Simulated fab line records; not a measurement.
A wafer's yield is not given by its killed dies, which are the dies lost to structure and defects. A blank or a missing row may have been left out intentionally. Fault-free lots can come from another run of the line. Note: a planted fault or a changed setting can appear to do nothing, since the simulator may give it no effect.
The tool behind it: which one? :: flow sky130 :: 12 lots (36 wafers sampled), 1 step of a 708-step route

== WHAT EACH GAUGE READ, for each wafer ==
SKY_LOCAL_INTERCONNECT_CD_MEAS_11 targets a cd of 170 nm.
lot: L075
measured: day 30 19:59
on: cd_sem-02
cd_nm (nm): 170.5 168.0 169.1

lot: L077
measured: day 31 12:23
on: cd_sem-02
cd_nm (nm): 169.3 169.8 169.6

lot: L079
measured: day 32 20:11
on: cd_sem-01
cd_nm (nm): 171.0 168.7 170.1

lot: L081
measured: day 32 21:28
on: cd_sem-01
cd_nm (nm): 170.2 170.8 171.5

lot: L083
measured: day 33 12:20
on: cd_sem-01
cd_nm (nm): 167.4 169.0 167.5

lot: L086
measured: day 34 08:47
on: cd_sem-01
cd_nm (nm): 168.7 168.8 170.2

lot: L087
measured: day 34 21:47
on: cd_sem-02
cd_nm (nm): 169.1 171.4 170.1

lot: L089
measured: day 35 18:17
on: cd_sem-02
cd_nm (nm): 167.6 168.8 169.2

lot: L091
measured: day 36 07:08
on: cd_sem-01
cd_nm (nm): 170.4 170.5 169.2

lot: L093
measured: day 36 13:27
on: cd_sem-01
cd_nm (nm): 173.0 170.0 171.6

lot: L095
measured: day 37 03:29
on: cd_sem-01
cd_nm (nm): 169.4 168.6 169.3

lot: L096
measured: day 39 11:08
on: cd_sem-02
cd_nm (nm): 167.5 168.9 167.4

== TOOL THAT RAN EACH LOT (tool first, then ch and the chambers of the sampled wafers, then the start) ==
The record holds no process step before these readings.

== THE ANSWER, worked out from the rows above alone ==
Rule: what is usual is taken from the lots themselves. Put in order of their means at a reading, lots are off if they are a third of the lots or fewer, leave a main group of 4 or more, and stand apart from it by a gap of 3 or more times the standard deviation of the main group's means; of several such gaps the widest counts. If all means in a main group match to the digits the tables above print for the reading, that group is not used. A lot without any number at a reading at which 4 lots or more have one is off too. All remaining lots with rows at the step are treated as sound.
Nothing can be told from this: no lot is off at any reading shown.

== WHAT HAD BEEN PUT IN BY THE SIMULATOR ==
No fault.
